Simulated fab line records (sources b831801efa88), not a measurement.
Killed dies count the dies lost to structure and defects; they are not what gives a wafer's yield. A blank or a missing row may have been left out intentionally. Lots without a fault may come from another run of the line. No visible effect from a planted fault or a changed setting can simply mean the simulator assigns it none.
fab line records	flow sfqLine
record lots=15	wafers=44	lastDay=94
route steps=325 shown I2@103
lots untouched by any fault: they come from a run of this same line in which no faults occurred
startH: start of the lot's first displayed wafer, in hours after the record's first day	waitH: hours since the lot's step before	" as in the row above	L1.1+2: a row that stands for several wafers	- no value present, or no start provided	* or withheld: withheld	< > ~ a bound
route shown NAME@n: NAME is a module with steps in the file, n the number in the route of the first one	usual: mean/standard deviation of fault-free wafers	same: alike in all rows	chamber/n: place in a boat	sites: readings site by site	_std_site: their standard deviation	_edge_site: outer sites' mean less inner sites'	radiusMm: how far each site lies from the wafer's centre	mask NAME#n: copy n	behind: tool/chamber where the wafer was last shaped	hold: cause of the lot's hold/its duration in hours/its outcome	device: transistor that didn't switch, given as n, p or np	end of line: tests run on the same wafers once the route is complete	a step given without rows: its recipe and nothing more	killed: dies that structure and defects cost at the first sort, which is not the same as the wafer's yield	map: per-die view of a wafer (x killed, . not killed, _ where there is no die)
set.NAME: the run value of the setting; set.NAME@STEP: its run value at that earlier step	model.NAME: the simulator's own value behind a step, which no gauge read
the route's steps for a sample of lots (tables are steps, rows are wafers)
services: when a tool's chamber went out of use (startH, in hours from the record's first day, below 0 if earlier), for how many hours, and the reason
## steps
# step SFQ_TRILAYER_I2_DEP_PECVD_063
# recipe material=SiO2	tempC=150	timeS=111.11	pressureTorr=2.4	rfW=183.3	precursor=SiH4/N2O	targetThkNm=500
# usual heaterPowerW=85/15	runLengthS=139.0/0.59	throttleValvePct=25.2/1.5
lot.wafer	tool	chamber	startH	waitH	heaterPowerW	runLengthS	throttleValvePct
L886.1	pecvd-04	0	511.53	0.0	58	138.4	28.0
L886.5	"	1	"	"	73	137.8	25.3
L886.6	"	0	"	"	63	138.2	27.9
L888.3	pecvd-04	1	548.11	0.0	69	138.0	25.5
L888.4	"	0	"	"	72	138.8	28.1
L888.6	"	2	"	"	111	138.0	23.9
L889.1	pecvd-04	1	568.49	0.0	73	137.8	25.4
L889.3	"	2	"	"	112	138.0	24.0
L889.4	"	2	"	"	116	139.0	23.9
L890.2	pecvd-03	0	572.09	0.0	100	139.8	26.9
L890.4	"	2	"	"	70	139.6	25.1
L890.5	"	0	"	"	106	139.0	26.8
L891.1	pecvd-03	0	586.63	0.0	104	139.8	27.0
L891.2	"	1	"	"	86	139.9	25.1
L891.3	"	2	"	"	80	139.5	25.3
L892.2	pecvd-03	1	596.22	0.0	98	139.6	24.9
L892.3	"	2	"	"	81	139.7	25.3
L892.4	"	2	"	"	85	140.3	25.0
L893.2	pecvd-03	1	609.07	0.0	98	139.3	25.1
L893.3	"	0	"	"	92	139.1	26.8
L893.5	"	0	"	"	100	139.3	26.7
L894.1	pecvd-04	1	619.61	0.0	66	138.2	25.7
L894.4	"	1	"	"	70	138.0	25.5
L894.6	"	0	"	"	59	138.4	28.0
L896.1	pecvd-01	1	640.46	0.0	78	139.0	24.2
L896.2	"	0	"	"	83	139.5	22.5
L896.6	"	2	"	"	76	139.7	24.1
L897.2	pecvd-01	1	656.06	0.0	75	138.7	24.2
L897.3	"	0	"	"	81	139.9	22.6
L897.4	"	2	"	"	76	139.1	23.9
L898.2	pecvd-04	2	663.77	0.0	111	138.3	23.9
L898.5	"	0	"	"	69	138.8	28.3
L898.6	"	2	"	"	117	138.6	23.8
L900.1	pecvd-01	2	689.37	0.0	74	138.9	24.0
L900.2	"	0	"	"	78	142.4	22.7
L900.5	"	0	"	"	81	139.3	22.7
L901.2	pecvd-01	2	698.97	0.0	70	142.4	24.0
L901.4	"	1	"	"	75	139.3	24.1
L901.5	"	0	"	"	84	139.2	23.0
L904.1	pecvd-01	0	708.41	0.0	83	139.6	22.8
L904.2	"	2	"	"	70	142.9	24.0
L909.1	pecvd-04	0	743.46	0.0	74	138.4	27.9
L909.2	"	1	"	"	71	138.0	25.4
L909.4	"	0	"	"	60	138.3	28.1
## services
tool	chamber	startH	hours	kind
pecvd-03	-	516.49	1.9	repair
pecvd-03	-	520.46	2.8	pm
pecvd-03	-	536.15	0.3	repair
pecvd-01	-	567.95	2.8	pm
pecvd-03	-	600.26	0.8	repair
pecvd-01	0	611.82	5.0	repair
pecvd-03	-	663.94	0.5	repair
pecvd-04	-	725.42	1.2	repair
## key
firstSign step=SFQ_TRILAYER_I2_DEP_PECVD_063	reading=runLengthS	direction=up	sigmas=6	usual=*	struck=*
effect none on later readings
metAt SFQ_TRILAYER_I2_DEP_PECVD_063
struckLots L900,L901,L904
struckWafers L900.2,L901.2,L904.2
onsetBetween 656.06 689.37
fault kind=processParameterDrift	tool=pecvd-01	chamber=-	onsetH=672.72	steps=SFQ_TRILAYER_I2_DEP_PECVD_063	channel=timeS	offset=*	shape=step	endH=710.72	scope=struckWafersOnly	actsIn=*	stated=*
